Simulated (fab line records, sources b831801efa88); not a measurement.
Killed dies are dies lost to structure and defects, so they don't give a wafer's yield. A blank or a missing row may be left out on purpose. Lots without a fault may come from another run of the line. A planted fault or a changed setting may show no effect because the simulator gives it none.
One fault seen from 2 desks | flow sky130 | each desk has only its own numbers; what lay behind them comes last

THE METROLOGY DESK
What the gauges read, lot by lot, whatever tool the lot ran on: means of the sampled wafers that have a number. A lot is out of limits, marked OUT, if its mean lies more than 4 standard deviations from the usual mean; the brackets give that distance.
Columns: A = FIELD_ISO_OXIDATION_00_THK at SKY_FIELD_ISO_THK_MEAS_02, usual 11.94 nm; B = FIELD_ISO_CVD_03_THK at SKY_FIELD_ISO_THK_MEAS_04, usual 165.5 nm
lot  | first seen here | A     | B
L407 | day 1 22:19     | 11.91 | 164.0
L409 | day 2 07:38     | 11.71 | 165.4
L411 | day 2 18:46     | 12.25 | 166.4
L412 | day 2 22:38     | 12.02 | 164.8
L413 | day 3 03:38     | 12.24 | 164.4
L421 | day 4 19:39     | 11.75 | 166.4
L422 | day 5 01:21     | 12.27 | 167.2
L423 | day 5 06:41     | 11.87 | 166.0
L426 | day 5 22:32     | 12.27 | 165.6
L427 | day 6 02:28     | 11.96 | 163.7
This desk's finding: nothing out of limits on any of the 10 lots.

THE TOOL OWNER'S DESK: rie_diel-03
The tool's own readings at SKY_FIELD_ISO_ETCH_14 (etches BARC in N2/H2, stops on SiO2, time 45.9 s, target depth 60 nm): means of the sampled wafers that have a number, for each lot that ran on this tool. A lot is out of limits, marked OUT, if its mean lies more than 4 standard deviations from the usual mean; the brackets give that distance.
Columns: A = bias_w at SKY_FIELD_ISO_ETCH_14, usual 100.02 W; B = chamber_pressure_mTorr at SKY_FIELD_ISO_ETCH_14, usual 30.003 mTorr; C = drypump_motor_current_A at SKY_FIELD_ISO_ETCH_14, usual 5.5 A; D = oes_product_au at SKY_FIELD_ISO_ETCH_14, usual 0.854 a.u.; E = throttle_valve_pct at SKY_FIELD_ISO_ETCH_14, usual 13.225 %
lot  | first seen here | A      | B      | C   | D     | E
L411 | day 3 12:14     | 100.10 | 29.996 | 5.1 | 0.856 | 13.232
L421 | day 5 16:08     | 99.98  | 30.019 | 5.1 | 0.851 | 13.228
L422 | day 5 21:23     | 99.89  | 29.999 | 5.1 | 0.854 | 13.220
L423 | day 6 02:58     | 99.92  | 29.992 | 5.3 | 0.861 | 13.222
L427 | day 6 23:10     | 100.18 | 29.992 | 5.7 | 0.857 | 13.226
This desk's finding: nothing out of limits on any of the 5 lots.

PUT TOGETHER
The metrology desk saw nothing out of limits.
The tool owner's desk saw nothing out of limits.

WHAT THE SIMULATOR HAD PUT IN
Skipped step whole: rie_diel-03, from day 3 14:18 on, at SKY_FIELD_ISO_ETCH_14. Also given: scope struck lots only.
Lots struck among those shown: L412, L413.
